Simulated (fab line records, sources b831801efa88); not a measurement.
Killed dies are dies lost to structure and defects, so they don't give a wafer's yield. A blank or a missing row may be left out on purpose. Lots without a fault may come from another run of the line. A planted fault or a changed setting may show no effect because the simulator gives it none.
Which tool did it? | flow gf180mcu | 12 lots, 36 wafers sampled, at 4 steps of a route of 602

WHAT THE GAUGES READ, wafer by wafer
GF_V4_THK_MEAS_03. Usual: V4_CVD_02_THK 850 nm, standard deviation 12.
lot  | measured     | on            | V4_CVD_02_THK (nm) | flag
L620 | day 23 11:26 | film_metro-02 | 849 864 873        |
L622 | day 24 05:41 | film_metro-02 | 833 844 865        |
L623 | day 24 10:19 | film_metro-02 | 843 837 833        |
L630 | day 27 12:44 | film_metro-03 | 855 864 859        |
L631 | day 27 19:15 | film_metro-04 | 848 858 852        |
L632 | day 28 08:22 | film_metro-03 | 836 837 845        |
L636 | day 29 03:04 | film_metro-03 | 845 863 858        |
L637 | day 29 06:07 | film_metro-03 | 842 858 850        |
L638 | day 29 08:07 | film_metro-03 | 847 843 834        |
L639 | day 29 16:57 | film_metro-04 | 847 839 861        |
L642 | day 30 13:50 | film_metro-03 | 838 842 854        |
L643 | day 30 15:02 | film_metro-04 | 831 861 868        |

GF_V4_CD_MEAS_14: target cd 260 nm. Usual: cd_nm 260.0 nm, standard deviation 1.1.
lot  | measured     | on        | cd_nm (nm)        | flag
L620 | day 24 09:40 | cd_sem-01 | 259.8 259.8 260.6 |
L622 | day 25 03:35 | cd_sem-02 | 261.0 259.5 260.6 |
L623 | day 25 08:03 | cd_sem-01 | 262.0 261.0 261.3 |
L630 | day 28 09:05 | cd_sem-02 | 259.9 259.3 258.8 |
L631 | day 28 15:16 | cd_sem-01 | 265.7 264.4 264.8 | OFF
L632 | day 29 03:42 | cd_sem-01 | 264.6 265.9 265.0 | OFF
L636 | day 29 22:08 | cd_sem-02 | 260.1 260.5 260.9 |
L637 | day 30 01:44 | cd_sem-01 | 259.8 259.3 260.2 |
L638 | day 30 02:57 | cd_sem-01 | 261.0 260.4 260.7 |
L639 | day 30 12:01 | cd_sem-01 | 260.2 260.4 259.3 |
L642 | day 31 08:25 | cd_sem-01 | 261.2 262.2 261.4 |
L643 | day 31 09:26 | cd_sem-02 | 259.8 259.5 260.2 |

WHICH TOOL RAN EACH LOT (tool, then ch and the chambers of the sampled wafers, then the start)
lot  | GF_M4_SPUTTER_01             | GF_V4_EXPOSE_11
L620 | pvd_sputter-02, day 22 11:12 | krf_scanner-02 ch 0, day 23 22:31
L622 | pvd_sputter-04, day 23 06:04 | krf_scanner-02 ch 0, day 24 17:47
L623 | pvd_sputter-02, day 23 11:36 | krf_scanner-01 ch 0, day 24 21:23
L630 | pvd_sputter-02, day 26 16:22 | krf_scanner-02 ch 0, day 27 23:20
L631 | pvd_sputter-02, day 26 22:53 | krf_scanner-02 ch 0, day 28 06:23
L632 | pvd_sputter-04, day 27 11:43 | krf_scanner-02 ch 0, day 28 18:04
L636 | pvd_sputter-02, day 28 06:55 | krf_scanner-01 ch 0, day 29 12:43
L637 | pvd_sputter-03, day 28 09:13 | krf_scanner-01 ch 0, day 29 16:22
L638 | pvd_sputter-02, day 28 11:20 | krf_scanner-01 ch 0, day 29 17:53
L639 | pvd_sputter-04, day 28 20:46 | krf_scanner-01 ch 0, day 30 03:04
L642 | pvd_sputter-03, day 29 18:07 | krf_scanner-01 ch 0, day 30 23:23
L643 | pvd_sputter-02, day 29 20:08 | krf_scanner-01 ch 0, day 31 00:22
- GF_M4_SPUTTER_01: material TiN, target thk 30 nm, time 25 s.
- GF_V4_EXPOSE_11: exposes mask Via4, target cd 260 nm.

WHAT THE TOOLS THEMSELVES READ (means of the sampled wafers that have a number; where no wafer has one, the mark that the record gives instead)
GF_M4_SPUTTER_01. Usual: throttle_valve_pct 29.7 %, standard deviation 0.51.
lot  | tool           | throttle_valve_pct (%) | flag
L620 | pvd_sputter-02 | 29.5                   |
L622 | pvd_sputter-04 | 29.4                   |
L623 | pvd_sputter-02 | 29.3                   |
L630 | pvd_sputter-02 | 29.7                   |
L631 | pvd_sputter-02 | 29.9                   |
L632 | pvd_sputter-04 | 29.5                   |
L636 | pvd_sputter-02 | 29.5                   |
L637 | pvd_sputter-03 | 29.8                   |
L638 | pvd_sputter-02 | 29.5                   |
L639 | pvd_sputter-04 | 29.2                   |
L642 | pvd_sputter-03 | 30.5                   |
L643 | pvd_sputter-02 | 29.7                   |

GF_V4_EXPOSE_11. Usual: exposure_dose_mJ_cm2 38.00, standard deviation 0.034.
lot  | tool           | exposure_dose_mJ_cm2 | flag
L620 | krf_scanner-02 | 37.99                |
L622 | krf_scanner-02 | 38.06                |
L623 | krf_scanner-01 | 38.00                |
L630 | krf_scanner-02 | 37.98                |
L631 | krf_scanner-02 | 39.60                | OFF
L632 | krf_scanner-02 | 39.30                | OFF
L636 | krf_scanner-01 | 38.01                |
L637 | krf_scanner-01 | 37.98                |
L638 | krf_scanner-01 | 38.01                |
L639 | krf_scanner-01 | 37.96                |
L642 | krf_scanner-01 | 37.98                |
L643 | krf_scanner-01 | 37.97                |

THE ANSWER, worked out from the rows above alone
Rule: a lot is off if the mean of its wafers that have a number lies more than 3 standard deviations from the usual mean. A lot without any number at a reading at which 4 lots or more have one is off too. The other lots that the step has rows for count as sound. The gauges are gone through in route order, then the tools' own readings, and for those a lot's mean is taken as printed above. The first step at which some lot is off is used, and at that step the reading that is off furthest; a lot without a number counts as furthest.
Off: L631, L632, at GF_V4_CD_MEAS_14 (cd_nm).
A tool fits if, at a process step before that reading, it ran every lot that is off, and no sound lot after the first of them. The gauges at GF_V4_CD_MEAS_14 aren't tried: what is off there is off at GF_V4_EXPOSE_11 too, on other tools, and a gauge's error can't cause that. One fits: krf_scanner-02 at GF_V4_EXPOSE_11. Its last sound lot is L630 (day 27 23:20), its first lot that is off L631 (day 28 06:23): a fault that began between those two fits.
The tool's own readings at GF_V4_EXPOSE_11 bear it out: on the lots that are off they differ by more than 5 times the standard deviation of the sound lots' means. exposure_dose_mJ_cm2 reads 39.45 there against 37.99 on the sound lots.

WHAT THE SIMULATOR HAD PUT IN
Process parameter drift: krf_scanner-02, from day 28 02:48 on, at GF_V4_EXPOSE_11. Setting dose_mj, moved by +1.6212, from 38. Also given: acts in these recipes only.
Lots struck among those shown: L631, L632. The rule above found the same.
